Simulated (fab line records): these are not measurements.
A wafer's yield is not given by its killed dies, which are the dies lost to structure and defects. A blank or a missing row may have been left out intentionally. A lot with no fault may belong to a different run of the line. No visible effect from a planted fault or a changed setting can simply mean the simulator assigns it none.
Which of the tools did it? -- flow gf180mcu -- route of 602 steps, sampled at 1 step: 7 lots, 20 wafers

## WHAT EACH GAUGE READ, for each wafer
GF_MVPSD_OVL_MEAS_07.
lot,measured,on,MVPSD_OVL (nm)
L848,day 5 12:29,overlay-01,-2.4 -1.7 -2.5
L850,day 6 00:12,overlay-02,-1.4 -0.6 -0.5
L852,day 6 12:46,overlay-01,-3.5 -2.9 -2.9
L854,day 7 00:17,overlay-02,-1.6 -0.5 -2.9
L856,day 7 09:56,overlay-01,-1.7 -1.4 0.0
L864,day 9 09:35,overlay-01,-0.3 -0.4
L868,day 10 20:08,overlay-02,-2.2 -2.6 -2.7

## EACH LOT AND THE TOOL THAT RAN IT (in order: tool; ch and the chambers of the sampled wafers; start)
Before these readings, the record contains no process step.

## THE ANSWER, worked out from the rows above alone
Rule: the lots themselves supply what counts as usual. Put in order of their means at a reading, lots are off if they are a third of the lots or fewer, leave a main group of 4 or more, and stand apart from it by a gap of 3 or more times the standard deviation of the main group's means; of several such gaps the widest counts. A main group whose means are all the same, to the digits that the tables above print for the reading, isn't used. Also off: a lot with no number at a reading for which 4 or more lots have one. Where the step has rows for the other lots, those lots are counted as sound.
None of the lots is off at any reading shown; this tells nothing.

## WHAT THE SIMULATOR HAD PUT IN
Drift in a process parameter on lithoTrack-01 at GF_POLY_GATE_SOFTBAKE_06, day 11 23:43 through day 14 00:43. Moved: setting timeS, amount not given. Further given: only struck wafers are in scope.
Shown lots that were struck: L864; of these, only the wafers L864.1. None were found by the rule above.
